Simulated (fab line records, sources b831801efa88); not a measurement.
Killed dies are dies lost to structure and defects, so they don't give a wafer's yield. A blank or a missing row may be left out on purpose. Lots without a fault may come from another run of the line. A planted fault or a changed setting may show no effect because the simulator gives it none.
fab line records | flow sky130
record lots=13 wafers=39 last_day=49
route steps=708 shown VT_ADJUST_NCORE@123 LOCAL_INTERCONNECT@388 CONTACT@432 METAL1@436
lots that met no fault: from a run of the same line without faults
start_h: hours from the record's first day to the start of the lot's first wafer shown | wait_h: hours since the lot's step before | " the same as in the row above | L1.1+2: a row that stands for several wafers | - no value, or no start given | * or withheld: withheld | < > ~ a bound
route shown NAME@n: a module of which the file shows steps, and the number in the route of the first | usual: mean/standard deviation of fault-free wafers | same: alike in all rows | chamber/n: place in a boat | sites: the reading at each site | _std_site: their standard deviation | _edge_site: outer sites' mean less inner sites' | radius_mm: how far each site lies from the wafer's centre | mask NAME#n: copy n | behind: the tool/chamber that last shaped the wafer | hold: why the lot was held/for how many hours/how that ended | device: the transistor (n, p or np) that didn't switch | end of line: the same wafers' tests at the end of the route | a step without rows: its recipe alone | killed: dies lost to structure and defects at the first sort, not the wafer's yield | map: a wafer's dies, x killed, . not, _ none there
set.NAME: the setting as run; set.NAME@STEP: as run at that earlier step | model.NAME: the simulator's own value behind a step, which no gauge read
steps of the route over a sample of lots; a table a step, a row a wafer
services: from which hour (start_h, from the record's first day; less than 0 if before it) a tool's chamber was out of use, for how many hours, and why
## steps
# step SKY_VT_ADJUST_NCORE_EXPOSE_04
# recipe mask_id=LVTN_COMPLEMENT_THIN na=0.6 source_shape=conventional sigma_outer=0.6 polarization=unpolarized target_cd_nm=380 dose_mj=139
# columns lot.wafer tool chamber start_h wait_h mask
L610.2+3+6 iline_stepper-01 0 181.54 - LVTN_COMPLEMENT_THIN#0
L613.1+3+5 iline_stepper-01 0 201.53 - LVTN_COMPLEMENT_THIN#0
L614.2+4+5 iline_stepper-02 0 208.18 - LVTN_COMPLEMENT_THIN#0
L616.3+4+5 iline_stepper-02 0 222.76 - LVTN_COMPLEMENT_THIN#0
L618.1+5+6 iline_stepper-02 0 233.36 - LVTN_COMPLEMENT_THIN#0
L619.3+5+6 iline_stepper-02 0 239.67 - LVTN_COMPLEMENT_THIN#0
L621.3+4+5 iline_stepper-02 0 253.44 - LVTN_COMPLEMENT_THIN#0
L622.1+2+3 iline_stepper-01 0 261.74 - LVTN_COMPLEMENT_THIN#0
L623.3+4+6 iline_stepper-02 0 265.55 - HVN_STD_DERIVED#0
L624.3+4+5 iline_stepper-02 0 275.52 - LVTN_COMPLEMENT_THIN#0
L625.4+5+6 iline_stepper-02 0 288.14 - LVTN_COMPLEMENT_THIN#0
L626.1+3+5 iline_stepper-01 0 292.81 - LVTN_COMPLEMENT_THIN#0
L629.1+2+3 iline_stepper-02 0 309.39 - LVTN_COMPLEMENT_THIN#0
# step SKY_VT_ADJUST_NCORE_CD_MEAS_07
# recipe target_cd_nm=380
# usual cd_nm=379.5/2
# columns lot.wafer tool chamber start_h wait_h cd_nm
L610.2 cd_sem-02 - 191.82 0.1 382.3
L610.3 " - " " 380.9
L610.6 " - " " 379.7
L613.1 cd_sem-01 - 212.40 0.1 381.8
L613.3 " - " " 378.8
L613.5 " - " " 381.1
L614.2 cd_sem-02 - 219.25 0.1 379.0
L614.4 " - " " 380.6
L614.5 " - " " 378.8
L616.3 cd_sem-01 - 234.24 0.1 380.8
L616.4 " - " " 379.5
L616.5 " - " " 380.8
L618.1 cd_sem-02 - 243.78 0.1 379.2
L618.5 " - " " 379.9
L618.6 " - " " 378.8
L619.3 cd_sem-02 - 250.97 0.1 378.4
L619.5 " - " " 378.9
L619.6 " - " " 376.7
L621.3 cd_sem-01 - 264.97 0.1 378.6
L621.4 " - " " 379.7
L621.5 " - " " 377.4
L622.1 cd_sem-02 - 273.68 0.1 381.2
L622.2 " - " " 380.6
L622.3 " - " " 380.7
L623.3 cd_sem-01 - 277.47 0.1 -
L623.4 " - " " -
L623.6 " - " " -
L624.3 cd_sem-01 - 287.62 0.1 379.2
L624.4 " - " " 378.3
L624.5 " - " " 378.2
L625.4 cd_sem-01 - 300.64 0.1 381.9
L625.5 " - " " 381.3
L625.6 " - " " 379.2
L626.1 cd_sem-02 - 305.08 0.1 380.2
L626.3 " - " " 376.8
L626.5 " - " " 377.4
L629.1 cd_sem-02 - 321.79 0.1 382.1
L629.2 " - " " 379.8
L629.3 " - " " 378.3
# step SKY_VT_ADJUST_NCORE_TW_MEAS_11
# usual VT_ADJUST_NCORE_TW=218.0/1.5
# columns lot.wafer tool chamber start_h wait_h VT_ADJUST_NCORE_TW
L610.2 film_metro-01 - 192.21 0.1 219.8
L610.3 " - " " 220.0
L610.6 " - " " 219.6
L613.1 film_metro-04 - 212.80 0.1 217.7
L613.3 " - " " 217.4
L613.5 " - " " 218.7
L614.2 film_metro-01 - 219.65 0.1 219.1
L614.4 " - " " 218.6
L614.5 " - " " 218.9
L616.3 film_metro-04 - 234.62 0.1 216.4
L616.4 " - " " 215.8
L616.5 " - " " 217.6
L618.1 film_metro-01 - 244.19 0.1 220.4
L618.5 " - " " 219.0
L618.6 " - " " 221.6
L619.3 film_metro-03 - 251.36 0.1 216.5
L619.5 " - " " 216.6
L619.6 " - " " 217.1
L621.3 film_metro-03 - 265.36 0.1 216.9
L621.4 " - " " 217.1
L621.5 " - " " 216.5
L622.1 film_metro-04 - 274.09 0.1 217.7
L622.2 " - " " 216.7
L622.3 " - " " 217.4
L623.3 film_metro-03 - 277.86 0.1 29.7
L623.4 " - " " 29.8
L623.6 " - " " 29.7
L624.3 film_metro-03 - 288.01 0.1 217.0
L624.4 " - " " 218.8
L624.5 " - " " 218.6
L625.4 film_metro-04 - 301.45 0.1 215.8
L625.5 " - " " 215.2
L625.6 " - " " 214.6
L626.1 film_metro-03 - 305.49 0.1 218.3
L626.3 " - " " 218.1
L626.5 " - " " 216.7
L629.1 film_metro-04 - 322.20 0.1 217.2
L629.2 " - " " 216.6
L629.3 " - " " 217.5
# step SKY_LOCAL_INTERCONNECT_RS_MEAS_01
# recipe thk_meas_gauge=four-point-probe reads=TiN_of_LOCAL_INTERCONNECT_SPUTTER_00
# usual LOCAL_INTERCONNECT_TIN_RS=14.22/0.2
# columns lot.wafer tool chamber start_h wait_h LOCAL_INTERCONNECT_TIN_RS[ohm/sq]
L610.2 film_metro-02 - 688.64 0.1 14.10
L610.3 " - " " 14.23
L610.6 " - " " 14.29
L613.1 film_metro-02 - 717.07 0.0 14.26
L613.3 " - " " 14.15
L613.5 " - " " 14.03
L614.2 film_metro-04 - 721.41 0.1 14.14
L614.4 " - " " 14.24
L614.5 " - " " 14.32
L616.3 film_metro-03 - 742.03 0.1 13.94
L616.4 " - " " 14.14
L616.5 " - " " 13.99
L618.1 film_metro-04 - 749.79 0.0 14.30
L618.5 " - " " 14.58
L618.6 " - " " 14.52
L619.3 film_metro-03 - 757.58 0.1 14.13
L619.5 " - " " 14.15
L619.6 " - " " 14.05
L621.3 film_metro-04 - 771.86 0.1 14.51
L621.4 " - " " 14.25
L621.5 " - " " 14.34
L622.1 film_metro-02 - 783.54 0.0 14.20
L622.2 " - " " 14.22
L622.3 " - " " 14.14
L623.3 film_metro-04 - 787.88 0.1 14.39
L623.4 " - " " 14.16
L623.6 " - " " 14.32
L624.3 film_metro-02 - 796.87 0.1 14.26
L624.4 " - " " 14.26
L624.5 " - " " 14.55
L625.4 film_metro-03 - 811.93 0.1 13.77
L625.5 " - " " 13.82
L625.6 " - " " 13.84
L626.1 film_metro-02 - 816.62 0.0 14.16
L626.3 " - " " 14.24
L626.5 " - " " 14.21
L629.1 film_metro-04 - 835.01 0.0 14.14
L629.2 " - " " 14.31
L629.3 " - " " 14.31
# step SKY_CONTACT_THK_MEAS_26
# recipe thk_meas_gauge=xrf reads=W_of_CONTACT_CVD_24
# usual CONTACT_W_THK=338/5.3
# columns lot.wafer tool chamber start_h wait_h CONTACT_W_THK[nm]
L610.2 film_metro-04 - 747.11 0.1 345
L610.3 " - " " 343
L610.6 " - " " 347
L613.1 film_metro-01 - 775.04 0.1 337
L613.3 " - " " 335
L613.5 " - " " 339
L614.2 film_metro-01 - 777.82 0.1 334
L614.4 " - " " 337
L614.5 " - " " 334
L616.3 film_metro-01 - 798.47 0.1 333
L616.4 " - " " 344
L616.5 " - " " 334
L618.1 film_metro-01 - 806.37 0.1 331
L618.5 " - " " 330
L618.6 " - " " 341
L619.3 film_metro-01 - 813.38 0.1 328
L619.5 " - " " 346
L619.6 " - " " 334
L621.3 film_metro-04 - 826.61 0.1 330
L621.4 " - " " 343
L621.5 " - " " 331
L622.1 film_metro-04 - 839.05 0.1 336
L622.2 " - " " 332
L622.3 " - " " 336
L623.3 film_metro-03 - 844.04 0.1 343
L623.4 " - " " 343
L623.6 " - " " 344
L624.3 film_metro-04 - 851.79 0.1 336
L624.4 " - " " 341
L624.5 " - " " 339
L625.4 film_metro-03 - 866.82 0.1 339
L625.5 " - " " 349
L625.6 " - " " 332
L626.1 film_metro-03 - 870.71 0.1 335
L626.3 " - " " 335
L626.5 " - " " 336
L629.1 film_metro-03 - 890.24 0.1 342
L629.2 " - " " 332
L629.3 " - " " 335
# step SKY_METAL1_SPUTTER_02
# recipe material=AlCu target_thk_nm=250 power_w=10600 time_s=13.3 chamber_pressure_pa=0.4
# usual throttle_valve_pct=29.9/1.1
# columns lot.wafer tool chamber start_h wait_h throttle_valve_pct
L610.2 pvd_sputter-03 - 747.51 0.0 30.7
L610.3 " - " " 30.7
L610.6 " - " " 30.8
L613.1 pvd_sputter-03 - 775.45 0.0 30.0
L613.3 " - " " 29.8
L613.5 " - " " 30.0
L614.2 pvd_sputter-03 - 778.22 0.0 30.7
L614.4 " - " " 30.0
L614.5 " - " " 31.2
L616.3 pvd_sputter-04 - 798.86 0.0 30.2
L616.4 " - " " 29.9
L616.5 " - " " 31.0
L618.1 pvd_sputter-04 - 806.79 0.0 30.2
L618.5 " - " " 30.2
L618.6 " - " " 27.5
L619.3 pvd_sputter-03 - 813.77 0.0 30.7
L619.5 " - " " 30.2
L619.6 " - " " 29.9
L621.3 pvd_sputter-03 - 827.00 0.0 30.7
L621.4 " - " " 31.2
L621.5 " - " " 31.0
L622.1 pvd_sputter-03 - 839.46 0.0 30.1
L622.2 " - " " 30.8
L622.3 " - " " 29.8
L623.3 pvd_sputter-01 - 844.43 0.0 27.0
L623.4 " - " " 30.7
L623.6 " - " " 30.7
L624.3 pvd_sputter-03 - 852.18 0.0 30.1
L624.4 " - " " 30.5
L624.5 " - " " 30.4
L625.4 pvd_sputter-04 - 867.21 0.0 30.1
L625.5 " - " " 30.9
L625.6 " - " " 30.0
L626.1 pvd_sputter-01 - 871.12 0.0 29.4
L626.3 " - " " 29.3
L626.5 " - " " 29.4
L629.1 pvd_sputter-01 - 890.65 0.0 29.4
L629.2 " - " " 29.0
L629.3 " - " " 30.8
## services
# columns tool chamber start_h hours kind
iline_stepper-01 - 163.57 4.9 repair
iline_stepper-01 - 168.51 1.7 pm
pvd_sputter-04 - 183.71 5.6 repair
iline_stepper-02 - 259.97 1.7 pm
pvd_sputter-03 - 299.47 3.4 repair
iline_stepper-01 - 386.67 1.7 pm
pvd_sputter-03 - 438.77 3.3 repair
pvd_sputter-03 - 460.93 4.3 repair
pvd_sputter-03 - 476.91 1.1 repair
iline_stepper-02 - 478.15 1.7 pm
iline_stepper-01 - 551.03 5.7 repair
iline_stepper-01 - 604.85 1.7 pm
pvd_sputter-03 - 609.24 64.8 repair
pvd_sputter-03 - 657.15 11.7 repair
iline_stepper-02 - 657.23 8.9 pm
pvd_sputter-03 - 689.20 3.6 repair
iline_stepper-02 - 696.33 1.7 pm
iline_stepper-01 - 737.38 1.7 repair
pvd_sputter-03 - 801.55 6.2 repair
iline_stepper-01 - 823.07 1.7 pm
iline_stepper-01 - 850.05 11.2 repair
iline_stepper-01 - 853.28 8.1 repair
iline_stepper-01 - 859.66 0.8 repair
iline_stepper-01 - 867.73 5.9 repair
## key
first_sign step=SKY_VT_ADJUST_NCORE_EXPOSE_04 reading=mask direction=changed
effect step=SKY_VT_ADJUST_NCORE_CD_MEAS_07 reading=cd_nm direction=missing
effect step=SKY_VT_ADJUST_NCORE_TW_MEAS_11 reading=VT_ADJUST_NCORE_TW direction=down sigmas=99+ usual=218.0 struck=29.7
met_at SKY_VT_ADJUST_NCORE_EXPOSE_04
struck_lots L623
sort_left_out L623.3,L623.4,L623.6
tester_left_out L623
not_acting_at SKY_LOCAL_INTERCONNECT_RS_MEAS_01,SKY_CONTACT_THK_MEAS_26,SKY_METAL1_SPUTTER_02
onset_between 253.44 265.55
fault kind=wrong_mask tool=any chamber=- onset_h=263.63 steps=SKY_VT_ADJUST_NCORE_EXPOSE_04 aux_copy=HVN_STD_DERIVED#0 scope=struck_lots_only
# tester_left_out: of these lots the tester's yield and bins aren't shown, on N5 and GAA mostly nor the transistor test; their killed dies are dies lost to structure and defects alone, not to doping, threshold or leakage, so they don't give the yield
# sort_left_out: the simulated sort isn't trusted on such a fault, so these wafers' sort isn't shown, and their yield isn't known
